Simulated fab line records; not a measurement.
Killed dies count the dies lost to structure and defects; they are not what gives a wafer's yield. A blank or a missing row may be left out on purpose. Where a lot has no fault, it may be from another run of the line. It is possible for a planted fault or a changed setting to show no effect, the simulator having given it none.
Comparing a struck lot with a sound one | flow gf180mcu | 44 out of 602 route steps
Sound: these wafers, L329.4, L329.5, L329.6. Wafers struck: L344.1, L344.2, L344.4. At the end, the cause is stated.
Each step with rows lists, per side, the tool, then ch with its chambers, then its first start. Under that, the readings that differ: sound wafers | struck wafers | difference of the means | sigmas: that difference in standard deviations of wafers without a fault.
alike: readings with means less than 2 such deviations apart, plus words and numbers identical on both sides. not compared: withheld readings, readings lacking a value on some wafer, bounds such as >300 that could conceal the same value, and numbers that have no deviation in the record and whose values overlap.
A row with sigmas, a row that says differs or no value, or rows on one side alone: a step with any of these is where the two part. Non-overlapping numbers with no deviation appear without sigmas and do not part them. A reading missing from all wafers of one side parts the sides only when that side holds two or more wafers.

first, 1 step without rows for these wafers: GF_MVSD_IMPLANT_09.
GF_MVSD_STRIP_10: strips in O2/N2.
  sound on plasma asher-01 ch 0,1, day 5 19:09; struck on plasma asher-02 ch 0,1, day 9 03:19
  alike: drypump motor current A, heater power w, oes product au, platen temp c, strip time to endpoint s
  not compared: rf hours counter h
GF_MVSD_TW_MEAS_11:
  sound on film metro-02, day 5 19:15; struck on film metro-01, day 9 03:25
  alike: MVSD_TW
then, 7 steps without rows for these wafers: GF_MVPSD_DEHYDRATE_00 (time 60 s); GF_MVPSD_HMDS_01 (prime time 60 s); GF_MVPSD_COAT_02 (resist thk 3000 nm); GF_MVPSD_SOFTBAKE_03; GF_MVPSD_EXPOSE_04 (exposes mask MVPSD, target cd 1000 nm); GF_MVPSD_PEB_05; GF_MVPSD_DEVELOP_06 (develop time 60 s).
GF_MVPSD_OVL_MEAS_07:
  sound on overlay-01, day 6 10:31; struck on overlay-01, day 9 20:41
  alike: MVPSD_OVL
next, for these wafers, 1 step has no rows: GF_MVPSD_IMPLANT_08.
GF_MVPSD_IMPLANT_09:
  sound on implanter-01 ch 0, day 6 10:46; struck on implanter-04 ch 0, day 9 20:52
  reading            | sound                         | struck                           | difference  | sigmas
  dose ions cm2      | 4.997e+12 5.001e+12 4.998e+12 | 3.5143e+13 3.5133e+13 3.5145e+13 | +3.0142e+13 | +99 or more
  faraday current uA | 28.2 28.0 28.3                | 196.9 198.7 199.1                | +170.1      | +99 or more
  alike: end station pressure torr
GF_MVPSD_STRIP_10: strips in O2/N2.
  sound on plasma asher-04 ch 0,1, day 6 10:52; struck on plasma asher-02 ch 0,1, day 9 21:01
  reading                      | sound             | struck            | difference | sigmas
  strip time to endpoint s (s) | 36.72 36.73 36.76 | 37.08 36.99 37.02 | +0.29      | +3
  alike: drypump motor current A, heater power w, oes product au, platen temp c
  not compared: rf hours counter h
GF_MVPSD_TW_MEAS_11:
  sound on film metro-01, day 6 10:58; struck on film metro-02, day 9 21:07
  reading  | sound             | struck            | difference | sigmas
  MVPSD_TW | 552.5 556.7 555.3 | 689.7 692.1 686.7 | +134.7     | +54
then, 7 steps without rows for these wafers: GF_VT_IMPLANT_DEHYDRATE_00 (time 60 s); GF_VT_IMPLANT_HMDS_01 (prime time 60 s); GF_VT_IMPLANT_COAT_02 (resist thk 1000 nm); GF_VT_IMPLANT_SOFTBAKE_03 (time 60 s); GF_VT_IMPLANT_EXPOSE_04 (exposes mask LVPWELL LV AREA, target cd 600 nm); GF_VT_IMPLANT_PEB_05; GF_VT_IMPLANT_DEVELOP_06 (develop time 60 s).
GF_VT_IMPLANT_OVL_MEAS_07:
  sound on overlay-02, day 7 02:39; struck on overlay-02, day 10 15:19
  alike: VT_IMPLANT_OVL
next, for these wafers, 1 step has no rows: GF_VT_IMPLANT_IMPLANT_08.
GF_VT_IMPLANT_STRIP_09: strips in O2/N2.
  sound on plasma asher-01 ch 0,1, day 7 02:51; struck on plasma asher-04 ch 0,1, day 10 15:30
  reading                      | sound             | struck            | difference | sigmas
  strip time to endpoint s (s) | 12.52 12.53 12.56 | 12.69 12.68 12.68 | +0.15      | +4
  alike: drypump motor current A, heater power w, oes product au, platen temp c
  not compared: rf hours counter h
GF_VT_IMPLANT_TW_MEAS_10:
  sound on film metro-03, day 7 02:57; struck on film metro-01, day 10 15:36
  reading       | sound       | struck      | difference | sigmas
  VT_IMPLANT_TW | 560 556 558 | 550 552 550 | -7         | -2
then, 7 steps without rows for these wafers: GF_VT_IMPLANT_DEHYDRATE_11 (time 60 s); GF_VT_IMPLANT_HMDS_12 (prime time 60 s); GF_VT_IMPLANT_COAT_13 (resist thk 1000 nm); GF_VT_IMPLANT_SOFTBAKE_14 (time 60 s); GF_VT_IMPLANT_EXPOSE_15 (exposes mask Nwell LV AREA, target cd 860 nm); GF_VT_IMPLANT_PEB_16; GF_VT_IMPLANT_DEVELOP_17 (develop time 60 s).
GF_VT_IMPLANT_OVL_MEAS_18:
  sound on overlay-01, day 7 18:45; struck on overlay-02, day 11 10:12
  alike: VT_IMPLANT_01_OVL
next, for these wafers, 1 step has no rows: GF_VT_IMPLANT_IMPLANT_19.
GF_VT_IMPLANT_STRIP_20: strips in O2/N2.
  sound on plasma asher-04 ch 0,1, day 7 18:57; struck on plasma asher-04 ch 0,1, day 11 10:23
  reading           | sound                | struck               | difference | sigmas
  platen temp c (C) | 250.36 250.61 250.26 | 250.28 249.83 249.81 | -0.44      | -2
  alike: drypump motor current A, heater power w, oes product au, strip time to endpoint s
  not compared: rf hours counter h
GF_VT_IMPLANT_TW_MEAS_21:
  sound on film metro-01, day 7 19:03; struck on film metro-02, day 11 10:29
  alike: VT_IMPLANT_2_TW
then, 5 steps without rows for these wafers: GF_VT_IMPLANT_DEHYDRATE_22 (time 60 s); GF_VT_IMPLANT_HMDS_23 (prime time 60 s); GF_VT_IMPLANT_COAT_24 (resist thk 1000 nm); GF_VT_IMPLANT_SOFTBAKE_25 (time 60 s); GF_VT_IMPLANT_EXPOSE_26 (exposes mask LVPWELL HV AREA, target cd 860 nm).
GF_VT_IMPLANT_RS_MEAS_49: the measuring method here is four-point-probe.
  sound on film metro-01, day 9 05:14; struck on film metro-01, day 13 03:14
  reading           | sound          | struck      | difference | sigmas
  MVPSD_RS (ohm/sq) | 1168 1167 1169 | 696 694 696 | -473       | -99 or more
next, for these wafers, 1 step has no rows: GF_PASSIVATION_PROBE_99.

WHERE THEY PART
At GF_MVPSD_IMPLANT_09 first; at GF_VT_IMPLANT_RS_MEAS_49 last (within this record only).

WHY: what the simulator had put in
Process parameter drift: implanter-04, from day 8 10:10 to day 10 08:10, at GF_MVPSD_IMPLANT_09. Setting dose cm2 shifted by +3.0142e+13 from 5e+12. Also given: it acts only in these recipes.
